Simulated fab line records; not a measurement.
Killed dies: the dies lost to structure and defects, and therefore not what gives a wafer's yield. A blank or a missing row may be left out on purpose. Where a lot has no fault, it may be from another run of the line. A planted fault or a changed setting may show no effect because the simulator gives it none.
A struck lot beside a sound one :: flow sky130 :: 15 steps out of a route of 708
Sound: wafers L557.1, L557.3, L557.4. Wafers struck: L569.3, L569.5, L569.6. The cause is given at the end.
At each step with rows: each side's tool, then ch and its chambers, then its first start. Under that, the readings that differ: sound wafers :: struck wafers :: difference of the means :: sigmas: that difference in standard deviations of wafers without a fault.
alike: same words and numbers on both sides, and readings whose means sit less than 2 such deviations apart. not compared: any withheld reading, any reading some wafer has no value for, any bound like >300 that may hide the same value, and any number with overlapping values for which the record gives no deviation.
A row with sigmas, a row that says differs or no value, or rows on one side alone: a step with any of these is where the two part. Non-overlapping numbers with no deviation appear without sigmas and do not part them. A reading missing from all wafers of one side parts the sides only when that side holds two or more wafers.

first, 9 steps without rows for these wafers: SKY_CAP2M_CLEAN_17 (cleans in O3/DIW); SKY_METAL4_DEHYDRATE_05 (time 60 s); SKY_METAL4_HMDS_06 (prime time 60 s); SKY_METAL4_COAT_07 (resist thk 60 nm); SKY_METAL4_COAT_08 (resist thk 1140 nm); SKY_METAL4_SOFTBAKE_09 (time 90 s); SKY_METAL4_EXPOSE_10 (exposes mask MM4, target cd 300 nm); SKY_METAL4_PEB_11; SKY_METAL4_DEVELOP_12 (develop time 60 s).
SKY_METAL4_CD_MEAS_13: target cd 300 nm.
  sound: cd_sem-02 at day 42 22:10; struck: cd_sem-02 at day 46 03:43
  alike: cd_nm
SKY_METAL4_OVL_MEAS_14:
  sound: overlay-01 at day 42 22:17; struck: overlay-01 at day 46 03:48
  alike: METAL4_OVL
SKY_METAL4_DESCUM_15: chemistry O2, time 8 s.
  sound on rie_metal-02 ch 0,1, day 42 22:20; struck on rie_metal-02 ch 0,1, day 46 03:50
  alike: drypump_motor_current_A, oes_product_au
  not compared: rf_hours_counter_h
SKY_METAL4_ETCH_16: etches BARC in N2/H2, stops on SiO2, time 88.2 s, target depth 60 nm.
  sound on rie_metal-02 ch 0,1, day 42 22:22; struck on rie_metal-02 ch 0,1, day 46 03:53
reading: bias_w (W)
sound: 100.40 100.42 100.15
struck: 89.35 89.12 89.57
difference: -10.98
sigmas: -38
  alike: drypump_motor_current_A, oes_product_au, throttle_valve_pct
  not compared: rf_hours_counter_h
SKY_METAL4_ETCH_17: etches SiO2 in C4F8/O2/Ar, stops on TiN, time 3.9 s, target depth 15 nm.
  sound on rie_diel-02 ch 0,2, day 42 22:28; struck on rie_diel-02 ch 0,2,3, day 46 03:58
  alike: bias_w, oes_product_au
  not compared: rf_hours_counter_h
-- the record jumps here: 3 days lie between the struck wafers' starts before and after (it left off in module METAL4 and takes up again in module PAD_OPEN, whose first step shown is number 708 of the route) --
SKY_PAD_OPEN_PROBE_99:
  the record has rows for the struck wafers here (prober-02, day 49 13:10) and none for the sound ones

WHERE THEY PART
Last at SKY_PAD_OPEN_PROBE_99 as far as this record goes, first at SKY_METAL4_ETCH_16.

WHY: the cause the simulator had injected
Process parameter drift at SKY_METAL4_ETCH_16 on rie_metal-02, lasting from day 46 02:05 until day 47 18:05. The setting bias_w was moved by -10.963, starting from 100. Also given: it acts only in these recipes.
